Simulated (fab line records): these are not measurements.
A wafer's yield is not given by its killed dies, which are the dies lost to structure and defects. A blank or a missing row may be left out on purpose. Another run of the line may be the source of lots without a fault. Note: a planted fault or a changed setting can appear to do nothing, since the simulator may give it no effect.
Which of the tools did it? | flow sky130 | 12 lots with 36 wafers sampled at 5 steps, on a route of 708 steps

WHAT EACH GAUGE READ, for each wafer
The record lacks any reading of a measuring or inspecting step that a usual standard deviation could be used to judge.

WHICH TOOL RAN EACH LOT (tool, then ch and the chambers of the sampled wafers, then the start)
lot  | SKY_VT_ADJUST_NCORE_IMPLANT_09  | SKY_POLY_CUT_STRIP_12                | SKY_LOCAL_INTERCONNECT_SPUTTER_00 | SKY_LOCAL_INTERCONNECT_ETCH_13    | SKY_PAD_OPEN_PROBE_99
L781 | implanter-02 ch 0, day 8 21:37  | plasma-asher-01 ch 1, day 24 01:39   | pvd-sputter-01, day 28 22:46      | rie-metal-02 ch 1, day 30 03:48   | -
L783 | implanter-04 ch 0, day 9 09:28  | plasma-asher-01 ch 0,1, day 25 22:57 | pvd-sputter-03, day 30 19:56      | rie-metal-01 ch 0,1, day 31 23:52 | -
L782 | implanter-04 ch 0, day 9 10:34  | plasma-asher-02 ch 0,1, day 25 22:18 | pvd-sputter-03, day 30 18:46      | rie-metal-03 ch 0,1, day 31 23:31 | -
L784 | implanter-01 ch 0, day 9 15:48  | plasma-asher-03 ch 0,1, day 29 11:56 | pvd-sputter-04, day 34 04:43      | rie-metal-01 ch 0, day 35 07:31   | -
L785 | implanter-02 ch 0, day 9 22:49  | plasma-asher-02 ch 0,1, day 29 13:56 | pvd-sputter-04, day 34 07:01      | rie-metal-03 ch 0,1, day 35 08:22 | -
L788 | implanter-04 ch 0, day 10 21:00 | plasma-asher-02 ch 0,1, day 29 18:20 | pvd-sputter-01, day 34 12:20      | rie-metal-03 ch 0,1, day 35 13:37 | -
L789 | implanter-02 ch 0, day 11 03:19 | plasma-asher-02 ch 0, day 29 16:02   | pvd-sputter-01, day 34 09:20      | rie-metal-01 ch 0, day 35 10:48   | prober-01, day 49 15:22
L791 | implanter-02 ch 0, day 11 17:31 | plasma-asher-03 ch 0,1, day 29 16:08 | pvd-sputter-04, day 34 09:38      | rie-metal-03 ch 0,1, day 35 11:10 | -
L798 | implanter-01 ch 0, day 14 01:28 | plasma-asher-02 ch 0,1, day 30 06:54 | pvd-sputter-01, day 34 21:55      | rie-metal-02 ch 0,1, day 35 23:49 | -
L800 | implanter-02 ch 0, day 14 08:42 | plasma-asher-01 ch 0,1, day 30 18:02 | pvd-sputter-04, day 35 08:47      | rie-metal-01 ch 0,1, day 36 10:51 | -
L801 | implanter-02 ch 0, day 14 14:24 | plasma-asher-02 ch 1, day 30 21:32   | pvd-sputter-01, day 35 12:26      | rie-metal-03 ch 0, day 36 14:52   | -
L802 | implanter-02 ch 0, day 14 22:05 | plasma-asher-02 ch 1, day 31 07:26   | pvd-sputter-03, day 35 20:17      | rie-metal-03 ch 0,1, day 36 22:04 | -
- SKY_VT_ADJUST_NCORE_IMPLANT_09
- SKY_POLY_CUT_STRIP_12: strips in O2/N2.
- SKY_LOCAL_INTERCONNECT_SPUTTER_00: material TiN, target thk 100 nm, time 83.3 s.
- SKY_LOCAL_INTERCONNECT_ETCH_13: etches BARC in N2/H2, stops on SiO2, time 45.9 s, target depth 60 nm.
- SKY_PAD_OPEN_PROBE_99

AS READ BY THE TOOLS THEMSELVES (means over the sampled wafers that have a number; for cases with no such wafer, the mark the record gives instead)
SKY_VT_ADJUST_NCORE_IMPLANT_09.
lot  | tool         | beam-energy-keV | dose-ions-cm2 | end-station-pressure-torr (Torr) | faraday-current-uA
L781 | implanter-02 | 10.001          | 2.3993e+12    | 5.20e-06                         | 13.58
L783 | implanter-04 | 9.997           | 2.4023e+12    | 5.10e-06                         | 13.31
L782 | implanter-04 | 9.999           | 2.3980e+12    | 4.93e-06                         | 13.43
L784 | implanter-01 | 10.003          | 2.4040e+12    | 5.12e-06                         | 13.67
L785 | implanter-02 | 10.002          | 2.3992e+12    | 5.28e-06                         | 13.63
L788 | implanter-04 | 10.001          | 2.3992e+12    | 5.05e-06                         | 13.46
L789 | implanter-02 | 10.002          | 2.7739e+12    | 5.01e-06                         | 15.71
L791 | implanter-02 | 9.997           | 2.7757e+12    | 4.96e-06                         | 15.63
L798 | implanter-01 | 9.999           | 2.3990e+12    | 4.95e-06                         | 13.29
L800 | implanter-02 | 9.998           | 2.3998e+12    | 4.87e-06                         | 13.44
L801 | implanter-02 | 10.002          | 2.4021e+12    | 5.20e-06                         | 13.76
L802 | implanter-02 | 9.999           | 2.3971e+12    | 5.37e-06                         | 13.56

SKY_POLY_CUT_STRIP_12.
lot  | tool            | drypump-motor-current-A (A) | oes-product-au (a.u.) | strip-time-to-endpoint-s (s)
L781 | plasma-asher-01 | 5.6                         | 0.453                 | 5.330
L783 | plasma-asher-01 | 5.4                         | 0.450                 | 5.329
L782 | plasma-asher-02 | 5.8                         | 0.452                 | 5.350
L784 | plasma-asher-03 | 5.2                         | 0.453                 | 5.340
L785 | plasma-asher-02 | 6.3                         | 0.447                 | 5.360
L788 | plasma-asher-02 | 5.8                         | 0.449                 | 5.376
L789 | plasma-asher-02 | 6.7                         | 0.450                 | 5.362
L791 | plasma-asher-03 | 5.5                         | 0.451                 | 5.357
L798 | plasma-asher-02 | 6.3                         | 0.449                 | 5.327
L800 | plasma-asher-01 | 5.5                         | 0.453                 | 5.337
L801 | plasma-asher-02 | 5.4                         | 0.452                 | 5.354
L802 | plasma-asher-02 | 5.3                         | 0.450                 | 5.366

SKY_LOCAL_INTERCONNECT_SPUTTER_00.
lot  | tool           | throttle-valve-pct (%)
L781 | pvd-sputter-01 | 29.3
L783 | pvd-sputter-03 | 31.1
L782 | pvd-sputter-03 | 31.0
L784 | pvd-sputter-04 | 30.1
L785 | pvd-sputter-04 | 29.9
L788 | pvd-sputter-01 | 29.4
L789 | pvd-sputter-01 | 29.2
L791 | pvd-sputter-04 | 29.7
L798 | pvd-sputter-01 | 29.5
L800 | pvd-sputter-04 | 30.3
L801 | pvd-sputter-01 | 29.3
L802 | pvd-sputter-03 | 31.3

SKY_LOCAL_INTERCONNECT_ETCH_13.
lot  | tool         | drypump-motor-current-A (A) | h2-flow-sccm (sccm) | oes-product-au (a.u.) | throttle-valve-pct (%)
L781 | rie-metal-02 | 5.3                         | 200.3               | 0.859                 | 13.232
L783 | rie-metal-01 | 5.8                         | 200.2               | 0.853                 | 13.224
L782 | rie-metal-03 | 6.1                         | 200.6               | 0.851                 | 13.228
L784 | rie-metal-01 | 6.2                         | 199.0               | 0.855                 | 13.214
L785 | rie-metal-03 | 6.1                         | 199.6               | 0.860                 | 13.227
L788 | rie-metal-03 | 6.1                         | 199.6               | 0.858                 | 13.229
L789 | rie-metal-01 | 6.2                         | 200.2               | 0.853                 | 13.220
L791 | rie-metal-03 | 5.8                         | 200.2               | 0.850                 | 13.223
L798 | rie-metal-02 | 5.7                         | 200.6               | 0.855                 | 13.220
L800 | rie-metal-01 | 5.8                         | 199.3               | 0.853                 | 13.220
L801 | rie-metal-03 | 6.3                         | 199.9               | 0.851                 | 13.228
L802 | rie-metal-03 | 6.1                         | 200.5               | 0.854                 | 13.225

SKY_PAD_OPEN_PROBE_99.
lot  | tool      | killed_at_M0_to_M3 | killed_at_M4_up | killed-at-contacts | killed-at-front-end | killed-at-other | killed-dies | killed-open | killed-short
L789 | prober-01 | 40                 | 3.3             | 24                 | 18                  | 0.3             | 86          | 43          | 42

THE ANSWER, worked out from the rows above alone
Rule: usual is defined by the lots themselves. The widest of any qualifying gaps counts: lots, ordered by their means at a reading, are off when they make up no more than a third of the lots, leave a main group of 4 or more, and stand apart from it by 3 or more times the standard deviation of that group's means. The tables above print the reading to a certain number of digits; a main group whose means all agree to those digits is not used. Also off: a lot with no number at a reading for which 4 or more lots have one. Any other lot the step has rows for is counted as sound. First the gauges in route order, then the tools' own readings, where a lot's mean is used as printed above. The first step at which some lot is off is used, and at that step the reading that is off furthest; a lot without a number counts as furthest.
Off: L789, L791, at SKY_VT_ADJUST_NCORE_IMPLANT_09 (dose-ions-cm2). The main group has a mean of 2.4000e+12 with a standard deviation of 2e+09.
If a tool, at that step or one of the process steps before it, ran each lot that is off and ran no sound lot following the first of them, it fits. Not one of the candidates tried fits.

WHAT THE SIMULATOR HAD PUT IN
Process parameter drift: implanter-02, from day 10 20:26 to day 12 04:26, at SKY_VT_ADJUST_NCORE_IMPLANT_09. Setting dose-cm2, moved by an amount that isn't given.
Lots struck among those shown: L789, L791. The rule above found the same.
